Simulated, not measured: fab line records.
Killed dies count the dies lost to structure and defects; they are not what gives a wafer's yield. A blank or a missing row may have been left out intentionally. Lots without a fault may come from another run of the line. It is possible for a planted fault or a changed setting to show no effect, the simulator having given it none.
Struck lot and sound lot, side by side || flow sky130 || 14 steps out of a route of 708
Sound: wafers L524.3, L524.4, L524.5. Wafers struck: L526.1, L526.2, L526.4. Last of all comes the cause.
Per side, at each step with rows, come the tool, then ch with its chambers, and then its first start. Under that, the readings that differ: sound wafers || struck wafers || difference of the means || sigmas: that difference in standard deviations of wafers without a fault.
alike: same words and numbers on both sides, and readings whose means sit less than 2 such deviations apart. not compared: any withheld reading, any reading some wafer has no value for, any bound like >300 that may hide the same value, and any number with overlapping values for which the record gives no deviation.
A row with sigmas, a row that says differs or no value, or rows on one side alone: a step with any of these is where the two part. Numbers that have no deviation but don't overlap get no sigmas and don't part them. A reading that every wafer of one side lacks parts them only if that side has two wafers or more.

first, 6 steps without rows for these wafers: SKY_METAL4_COAT_07 (resist thk 60 nm); SKY_METAL4_COAT_08 (resist thk 1140 nm); SKY_METAL4_SOFTBAKE_09 (time 90 s); SKY_METAL4_EXPOSE_10 (exposes mask MM4, target cd 300 nm); SKY_METAL4_PEB_11; SKY_METAL4_DEVELOP_12 (develop time 60 s).
SKY_METAL4_CD_MEAS_13: target cd 300 nm.
  struck on cd_sem-02, day 45 03:44; sound on cd_sem-01, day 44 13:13
  alike: cd_nm
SKY_METAL4_OVL_MEAS_14:
  struck on overlay-01, day 45 03:52; sound on overlay-02, day 44 13:18
  alike: METAL4_OVL
SKY_METAL4_DESCUM_15: chemistry O2, time 8 s.
  sound on rie_metal-01 ch 0,1, day 44 13:20; struck on rie_metal-03 ch 0,1, day 45 03:54
  alike: drypump_motor_current_A, he_backside_leak_sccm, oes_product_au
  not compared: rf_hours_counter_h
SKY_METAL4_ETCH_16: etches BARC in N2/H2, stops on SiO2, time 88.2 s, target depth 60 nm.
  sound on rie_metal-01 ch 0,1, day 44 13:23; struck on rie_metal-03 ch 0,1, day 45 03:56
  alike: drypump_motor_current_A, he_backside_leak_sccm, n2_flow_sccm, oes_product_au, throttle_valve_pct
  not compared: rf_hours_counter_h
SKY_METAL4_ETCH_17: etches SiO2 in C4F8/O2/Ar, stops on TiN, time 3.9 s, target depth 15 nm.
  sound on rie_diel-04 ch 1,2,3, day 44 13:28; struck on rie_diel-03 ch 0,2,3, day 45 04:02
  alike: oes_product_au
  not compared: rf_hours_counter_h
SKY_METAL4_METAL_ETCH_18: etches the open film in Cl2/BCl3, stops on SiO2, target depth 845 nm, time 183.1 s.
  sound on rie_metal-04 ch 0,1, day 44 13:32; struck on rie_metal-03 ch 0,1, day 45 04:02
  alike: drypump_motor_current_A, he_backside_leak_sccm, mfc_cl2_sccm, oes_product_au, throttle_valve_pct
  not compared: rf_hours_counter_h
SKY_METAL4_STRIP_19: strips in O2/N2.
  sound on plasma_asher-01 ch 0,1, day 44 13:41; struck on plasma_asher-01 ch 0,1, day 45 04:13
  no value came back on the struck wafers for any of 6 readings (chamber_pressure_mTorr (mTorr), drypump_motor_current_A (A) and others); on the sound wafers chamber_pressure_mTorr (mTorr) reads 1498.1 1499.8 1498.9
{"reading": "model.KrF-thick_of_METAL4_COAT_08.thk_nm (nm)", "sound": "0 0 0", "struck": "535.4 529.4 531", "difference": "+531.9", "sigmas": ""}
  not compared: rf_hours_counter_h
then, 1 step without rows for these wafers: SKY_METAL4_STRIP_20 (strips in post etch residue remover, time 1200 s).

WHERE THEY PART
At SKY_METAL4_STRIP_19 and nowhere else, as far as this record goes.

WHY: what the simulator had put in
Beginning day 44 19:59, the whole step at SKY_METAL4_STRIP_19 was skipped on plasma_asher-01. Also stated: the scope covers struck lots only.
